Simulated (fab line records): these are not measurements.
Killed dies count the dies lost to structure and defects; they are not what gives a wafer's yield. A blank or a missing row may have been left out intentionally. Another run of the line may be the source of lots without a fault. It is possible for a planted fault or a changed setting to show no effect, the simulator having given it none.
Which of the tools did it? :: flow sky130 :: 15 lots with 45 wafers sampled at 4 steps, on a route of 708 steps

WHAT THE GAUGES SHOWED, per wafer
SKY_NWELL_OVL_MEAS_23. Usual: NWELL_01_OVL gives -0.6 nm (standard deviation 1.4).
lot: L200
measured: day 5 12:50
on: overlay-01
NWELL_01_OVL (nm): 1.1 0.3 0.4
flag: 

lot: L201
measured: day 5 19:04
on: overlay-02
NWELL_01_OVL (nm): 0.3 0.9 0.8
flag: 

lot: L202
measured: day 6 02:23
on: overlay-02
NWELL_01_OVL (nm): -0.4 -1.2 -0.8
flag: 

lot: L203
measured: day 6 06:56
on: overlay-02
NWELL_01_OVL (nm): -2.5 -1.7 -0.3
flag: 

lot: L204
measured: day 6 14:05
on: overlay-02
NWELL_01_OVL (nm): 0.7 0.3 1.3
flag: 

lot: L205
measured: day 6 15:59
on: overlay-01
NWELL_01_OVL (nm): -3.1 -1.6 -0.4
flag: 

lot: L208
measured: day 7 17:53
on: overlay-02
NWELL_01_OVL (nm): -0.6 -2.5 1.6
flag: 

lot: L210
measured: day 8 06:25
on: overlay-02
NWELL_01_OVL (nm): -0.4 -1.1 -0.4
flag: 

lot: L211
measured: day 8 09:14
on: overlay-02
NWELL_01_OVL (nm): -1.6 -1.4 -1.8
flag: 

lot: L212
measured: day 8 15:50
on: overlay-02
NWELL_01_OVL (nm): -0.9 -1.8 -0.5
flag: 

lot: L213
measured: day 8 23:07
on: overlay-02
NWELL_01_OVL (nm): 0.0 -2.1 -1.1
flag: 

lot: L214
measured: day 9 03:11
on: overlay-02
NWELL_01_OVL (nm): -0.4 -2.2 -1.9
flag: 

lot: L215
measured: day 9 06:53
on: overlay-01
NWELL_01_OVL (nm): 1.1 -0.9 -1.1
flag: 

lot: L217
measured: day 9 18:30
on: overlay-02
NWELL_01_OVL (nm): -3.7 -1.1 -0.1
flag: 

lot: L219
measured: day 10 05:47
on: overlay-02
NWELL_01_OVL (nm): -1.3 -0.8 -1.0
flag: 

SKY_RES_PROTECT_TW_MEAS_08. Usual: POLY_GATE_TW gives 4072 (standard deviation 40).
lot: L200
measured: day 15 12:05
on: film metro-04
POLY_GATE_TW: 4095 4098 4083
flag: 

lot: L201
measured: day 16 01:13
on: film metro-03
POLY_GATE_TW: 4009 4040 4032
flag: 

lot: L202
measured: day 16 02:08
on: film metro-01
POLY_GATE_TW: 4089 4095 4089
flag: 

lot: L203
measured: day 16 16:50
on: film metro-01
POLY_GATE_TW: 4074 4077 4081
flag: 

lot: L204
measured: day 17 01:44
on: film metro-01
POLY_GATE_TW: 4124 4120 4100
flag: 

lot: L205
measured: day 16 23:50
on: film metro-03
POLY_GATE_TW: 4021 4028 4035
flag: 

lot: L208
measured: day 18 17:23
on: film metro-03
POLY_GATE_TW: 4006 3986 4036
flag: 

lot: L210
measured: day 19 09:26
on: film metro-04
POLY_GATE_TW: 4072 4043 4049
flag: 

lot: L211
measured: day 19 09:52
on: film metro-01
POLY_GATE_TW: 4161 4141 4133
flag: 

lot: L212
measured: day 20 00:32
on: film metro-04
POLY_GATE_TW: 4099 4093 4096
flag: 

lot: L213
measured: day 20 05:55
on: film metro-03
POLY_GATE_TW: 4051 4029 4033
flag: 

lot: L214
measured: day 20 15:13
on: film metro-04
POLY_GATE_TW: 4075 4073 4086
flag: 

lot: L215
measured: day 20 17:14
on: film metro-01
POLY_GATE_TW: 4120 4120 4106
flag: 

lot: L217
measured: day 21 10:21
on: film metro-03
POLY_GATE_TW: 4010 4013 4007
flag: 

lot: L219
measured: day 22 06:50
on: film metro-01
POLY_GATE_TW: 4110 4086 4106
flag: 

SKY_POLY_GATE_OVL_MEAS_14. Usual: POLY_GATE_OVL gives 2 nm (standard deviation 4.7).
lot: L200
measured: day 16 18:15
on: overlay-02
POLY_GATE_OVL (nm): 8 2 4
flag: 

lot: L201
measured: day 17 07:23
on: overlay-01
POLY_GATE_OVL (nm): -8 -3 -4
flag: 

lot: L202
measured: day 17 12:03
on: overlay-01
POLY_GATE_OVL (nm): 2 4 1
flag: 

lot: L203
measured: day 18 00:38
on: overlay-02
POLY_GATE_OVL (nm): -2 10 8
flag: 

lot: L204
measured: day 18 10:03
on: overlay-02
POLY_GATE_OVL (nm): 4 -3 -3
flag: 

lot: L205
measured: day 18 08:04
on: overlay-01
POLY_GATE_OVL (nm): -7 0 0
flag: 

lot: L208
measured: day 20 02:00
on: overlay-01
POLY_GATE_OVL (nm): 2 -5 -9
flag: 

lot: L210
measured: day 20 18:05
on: overlay-01
POLY_GATE_OVL (nm): 8 3 -2
flag: 

lot: L211
measured: day 20 18:33
on: overlay-02
POLY_GATE_OVL (nm): 2 1 7
flag: 

lot: L212
measured: day 21 09:39
on: overlay-01
POLY_GATE_OVL (nm): 0 2 2
flag: 

lot: L213
measured: day 21 13:48
on: overlay-01
POLY_GATE_OVL (nm): -2 1 5
flag: 

lot: L214
measured: day 21 23:42
on: overlay-01
POLY_GATE_OVL (nm): 12 6 10
flag: 

lot: L215
measured: day 22 01:21
on: overlay-02
POLY_GATE_OVL (nm): 4 2 -1
flag: 

lot: L217
measured: day 22 18:08
on: overlay-02
POLY_GATE_OVL (nm): 1 4 -1
flag: 

lot: L219
measured: day 23 14:20
on: overlay-02
POLY_GATE_OVL (nm): -4 -4 -6
flag: 

WHAT TOOL EACH LOT RAN ON (gives the tool, then ch and the chambers of the sampled wafers, and finally the start)
lot: L200
SKY_GATE_OXIDE_DEVELOP_09: litho track-01 ch 0, day 14 00:44

lot: L201
SKY_GATE_OXIDE_DEVELOP_09: litho track-04 ch 0, day 14 17:53

lot: L202
SKY_GATE_OXIDE_DEVELOP_09: litho track-01 ch 0, day 14 18:26

lot: L203
SKY_GATE_OXIDE_DEVELOP_09: litho track-03 ch 0, day 15 08:40

lot: L204
SKY_GATE_OXIDE_DEVELOP_09: litho track-04 ch 0, day 15 17:05

lot: L205
SKY_GATE_OXIDE_DEVELOP_09: litho track-04 ch 0, day 15 15:29

lot: L208
SKY_GATE_OXIDE_DEVELOP_09: litho track-04 ch 0, day 17 07:15

lot: L210
SKY_GATE_OXIDE_DEVELOP_09: litho track-04 ch 0, day 17 22:41

lot: L211
SKY_GATE_OXIDE_DEVELOP_09: litho track-04 ch 0, day 17 22:59

lot: L212
SKY_GATE_OXIDE_DEVELOP_09: litho track-03 ch 0, day 18 11:57

lot: L213
SKY_GATE_OXIDE_DEVELOP_09: litho track-04 ch 0, day 18 19:02

lot: L214
SKY_GATE_OXIDE_DEVELOP_09: litho track-04 ch 0, day 19 03:23

lot: L215
SKY_GATE_OXIDE_DEVELOP_09: litho track-04 ch 0, day 19 06:27

lot: L217
SKY_GATE_OXIDE_DEVELOP_09: litho track-04 ch 0, day 19 23:54

lot: L219
SKY_GATE_OXIDE_DEVELOP_09: litho track-03 ch 0, day 20 20:18
- SKY_GATE_OXIDE_DEVELOP_09: develop time 60 s.

AS READ BY THE TOOLS THEMSELVES (means over the sampled wafers that have a number; for cases with no such wafer, the mark the record gives instead)
SKY_GATE_OXIDE_DEVELOP_09. Usual: 23.00 C for developer temp C, sd 0.096.
lot: L200
tool: litho track-01
developer temp C (C): 22.93
flag: 

lot: L201
tool: litho track-04
developer temp C (C): 23.01
flag: 

lot: L202
tool: litho track-01
developer temp C (C): 22.93
flag: 

lot: L203
tool: litho track-03
developer temp C (C): 23.12
flag: 

lot: L204
tool: litho track-04
developer temp C (C): 23.05
flag: 

lot: L205
tool: litho track-04
developer temp C (C): 22.90
flag: 

lot: L208
tool: litho track-04
developer temp C (C): 22.85
flag: 

lot: L210
tool: litho track-04
developer temp C (C): 22.88
flag: 

lot: L211
tool: litho track-04
developer temp C (C): 22.99
flag: 

lot: L212
tool: litho track-03
developer temp C (C): 23.04
flag: 

lot: L213
tool: litho track-04
developer temp C (C): 23.08
flag: 

lot: L214
tool: litho track-04
developer temp C (C): 22.09
flag: OFF

lot: L215
tool: litho track-04
developer temp C (C): 22.07
flag: OFF

lot: L217
tool: litho track-04
developer temp C (C): 22.17
flag: OFF

lot: L219
tool: litho track-03
developer temp C (C): 23.05
flag: 

THE ANSWER, worked out from the rows above alone
Rule: lot off if the mean of its wafers having a number is beyond 3 standard deviations from the usual mean. Also off: a lot with no number at a reading for which 4 or more lots have one. All remaining lots with rows at the step are treated as sound. First the gauges in route order, then the tools' own readings, where a lot's mean is used as printed above. At the first step where some lot is off, the reading lying furthest off is the one used; lots without a number count as furthest.
Off: L214, L215, L217 (SKY_GATE_OXIDE_DEVELOP_09, developer temp C).
If a tool, at that step or one of the process steps before it, ran each lot that is off and ran no sound lot following the first of them, it fits. One candidate fits, namely litho track-04 at SKY_GATE_OXIDE_DEVELOP_09. Its last sound lot is L213 (day 18 19:02), its first lot that is off L214 (day 19 03:23): a fault that began between those two fits.
The tool's own readings at SKY_GATE_OXIDE_DEVELOP_09 bear it out: on the lots that are off they differ by more than 5 times the standard deviation of the sound lots' means. developer temp C reads 22.11 C there against 22.99 C on the sound lots.

WHAT THE SIMULATOR PUT IN
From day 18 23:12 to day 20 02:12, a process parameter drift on litho track-04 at SKY_GATE_OXIDE_DEVELOP_09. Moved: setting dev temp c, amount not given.
Shown lots that were struck: L214, L215, L217. Same finding as the rule above.
